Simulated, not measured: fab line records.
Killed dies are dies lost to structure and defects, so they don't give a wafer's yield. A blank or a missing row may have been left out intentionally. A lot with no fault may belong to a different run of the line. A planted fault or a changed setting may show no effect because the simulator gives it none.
Code-filled problem report in 8D (eight disciplines) form -- flow gf180mcu -- the parts of the form that need people (team, actions taken, sign-off) are left out

## 1. THE PROBLEM
At GF_CONTACT_PEB_12, heater_power_total_W averages 86.83 W over 6 wafers from 2 lots, while fault-free wafers read 85.70 W, standard deviation 0.075. That is +15 standard deviations from the usual mean.
The step: peb time 90 s.
Earliest sighting: wafer L338.2 on litho_track-01 at day 20 09:01. The record holds 18 wafers of 6 lots with a number at this step. The rule behind "out" and "out of limits": a value lying over 4 standard deviations away from the usual mean. All remaining wafers that have a number are taken as sound.

## 2. WHAT IT IS, WHAT IT ISN'T
question,is,is not
which readings at this step,"heater_power_total_W, plate_temp_C",-
which lots,"L338, L339","L327, L329, L347, L349"
which wafers of those lots,all that have a number,-
read on which tools,litho_track-01,litho_track-03
when,from day 20 09:01,"up to then (6 sound wafers); but 6 sound wafers of L347, L349 came after"

## 3. THE SUSPECTS, EACH WITH WHAT RULES IT OUT
Counting: any tool at a process step up to the reading is kept as a suspect provided that every lot that is out went through it and no sound lot did after the first of them.
- litho_track-01 at GF_CONTACT_PEB_12 (peb time 90 s): kept. Every lot that is out went through it, starting with L338 (day 20 09:01), and after that it ran no sound lot; the last sound lot it ran before then is L329 (day 17 10:37). Its own heater_power_total_W, plate_temp_C readings are out on those wafers.
The count leaves litho_track-01 at GF_CONTACT_PEB_12.

## 4. THE CAUSE (what the simulator had put in)
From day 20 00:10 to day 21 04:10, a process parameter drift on litho_track-01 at GF_CONTACT_PEB_12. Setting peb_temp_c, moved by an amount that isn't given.
This tool alone remained once counting was done.

## 5. SEQUENCE OF EFFECTS, ordered by route
One row per reading whose mean, taken over the struck wafers that have a number, lies over 3 standard deviations from the usual. Readings are gone through only where the record gives a usual standard deviation; hours: the median, over the lots, of the time from a lot's start at the first step in this table giving one to that lot's start at this step; sigmas: the change measured in usual standard deviations.
hours,step,reading,usual,on struck wafers,change,sigmas
0,GF_CONTACT_PEB_12,heater_power_total_W,85.70 W,86.83,+1.12,+15
0,GF_CONTACT_PEB_12,plate_temp_C,135.00 C,136.33,+1.33,+9.5
It contains these process steps:
- GF_CONTACT_PEB_12: peb time 90 s.
At these later measuring or inspecting steps, every struck wafer for which the step has a row has a number for every such reading, and none has moved that far: GF_CONTACT_CD_MEAS_14, GF_CONTACT_OVL_MEAS_15.

## 6. HOW IT WOULD HAVE BEEN CAUGHT EARLIER
9 hours passed between the start of the fault at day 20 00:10 and the first reading out of limits in this record, taken at day 20 09:01.
